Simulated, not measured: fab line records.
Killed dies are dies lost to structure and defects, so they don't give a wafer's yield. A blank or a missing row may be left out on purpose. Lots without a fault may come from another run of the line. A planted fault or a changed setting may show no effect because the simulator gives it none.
A lot that was struck, set against a sound lot	flow gf180mcu	16 steps out of a route of 602
Sound: these wafers, L439.4, L439.5, L439.6. Struck: wafers L436.1, L436.4. (L436.6 of the same lot was not struck and is left out.) The cause comes at the end.
Each step with rows lists, per side, the tool, then ch with its chambers, then its first start. Under that, the readings that differ: sound wafers	struck wafers	difference of the means	sigmas: that difference in standard deviations of wafers without a fault.
alike: words and numbers the same on both sides, and readings whose means are apart by under 2 such deviations; not compared: readings that were withheld, readings missing a value for some wafer, numbers with overlapping values and no deviation given by the record, and bounds like >300 which may hide the same value.
A row with sigmas, a row that says differs or no value, or rows on one side alone: a step with any of these is where the two part. Numbers that have no deviation but don't overlap get no sigmas and don't part them. A reading that every wafer of one side lacks parts them only if that side has two wafers or more.

first, 4 steps without rows for these wafers: GF_SAB_SOFTBAKE_05 (time 60 s); GF_SAB_EXPOSE_06 (exposes mask SAB, target cd 420 nm); GF_SAB_PEB_07; GF_SAB_DEVELOP_08 (develop time 60 s).
GF_SAB_CD_MEAS_09: the cd target is 420 nm.
  sound on cdSem-02 at day 18 20:40; struck on cdSem-01 at day 17 19:34
  alike: cdNm
GF_SAB_OVL_MEAS_10:
  sound on overlay-02 at day 18 20:44; struck on overlay-01 at day 17 19:41
  alike: SAB_OVL
GF_SAB_ETCH_11: etches SiO2 in C4F8/O2/Ar, target depth 55 nm, time 8.5 s.
  sound on rieDiel-01 ch 0,2,3, day 18 20:45; struck on rieDiel-04 ch 0,3, day 17 19:43
  alike: oesProductAu
  not compared: rfHoursCounterH
then, 1 step without rows for these wafers: GF_SAB_WET_ETCH_12 (etches SiO2 in dHF, target depth 22 nm, time 440 s).
GF_SAB_STRIP_13: strips in O2/N2.
  sound on plasmaAsher-02 ch 0,1, day 18 20:56; struck on plasmaAsher-03 ch 1, day 17 19:52
reading	sound	struck	difference	sigmas
drypumpMotorCurrentA (A)	6.6 5.3 6.6	5.1 5.1	-1.1	-2
  alike: heaterPowerW, n2FlowSccm, oesProductAu, stripTimeToEndpointS
  not compared: rfHoursCounterH
then, 2 steps without rows for these wafers: GF_SALICIDE_CLEAN_00 (cleans in SC1/SC2, time 150 s); GF_SALICIDE_WET_ETCH_01 (etches SiO2 in dHF, target depth 5 nm, time 100 s).
GF_SALICIDE_SPUTTER_02: material Co, target thk 10 nm, time 20 s.
  sound on pvdSputter-03 at day 18 21:09; struck on pvdSputter-01 at day 17 20:03
  alike: throttleValvePct
GF_SALICIDE_SPUTTER_03: material TiN, target thk 20 nm, time 16.7 s.
  sound on pvdSputter-03 at day 18 21:11; struck on pvdSputter-01 at day 17 20:05
reading	sound	struck	difference	sigmas
model.TiN_of_SALICIDE_SPUTTER_03.thkNm (nm)	19.51 20.14 20.03	36.28 36.33	+16.41	
  alike: throttleValvePct
GF_SALICIDE_RS_MEAS_04: measurement is done with a four-point probe.
  sound on filmMetro-01 at day 18 21:16; struck on filmMetro-02 at day 17 20:07
reading	sound	struck	difference	sigmas
SALICIDE_TIN_RS (ohm/sq)	16.7 15.8 16.6	12.4 12.4	-4.0	-11
GF_SALICIDE_THK_MEAS_05: measures by xrf.
  sound on filmMetro-01 at day 18 21:21; struck on filmMetro-02 at day 17 20:14
reading	sound	struck	difference	sigmas
SALICIDE_TIN_THK (nm)	19.8 20.5 20.3	36.8 36.8	+16.6	+52
GF_SALICIDE_RTA_06: time 30 s.
  sound on rtpAnneal-02 ch 0, day 18 21:26; struck on rtpAnneal-02 ch 0, day 17 20:17
  alike: lampPowerPct, wafer_temp_C_max

## WHERE THEY PART
First at GF_SAB_STRIP_13; last, within this record, at GF_SALICIDE_THK_MEAS_05. Later steps at which nothing parts them and some readings are alike: GF_SALICIDE_RTA_06.

WHY: what the simulator had put in
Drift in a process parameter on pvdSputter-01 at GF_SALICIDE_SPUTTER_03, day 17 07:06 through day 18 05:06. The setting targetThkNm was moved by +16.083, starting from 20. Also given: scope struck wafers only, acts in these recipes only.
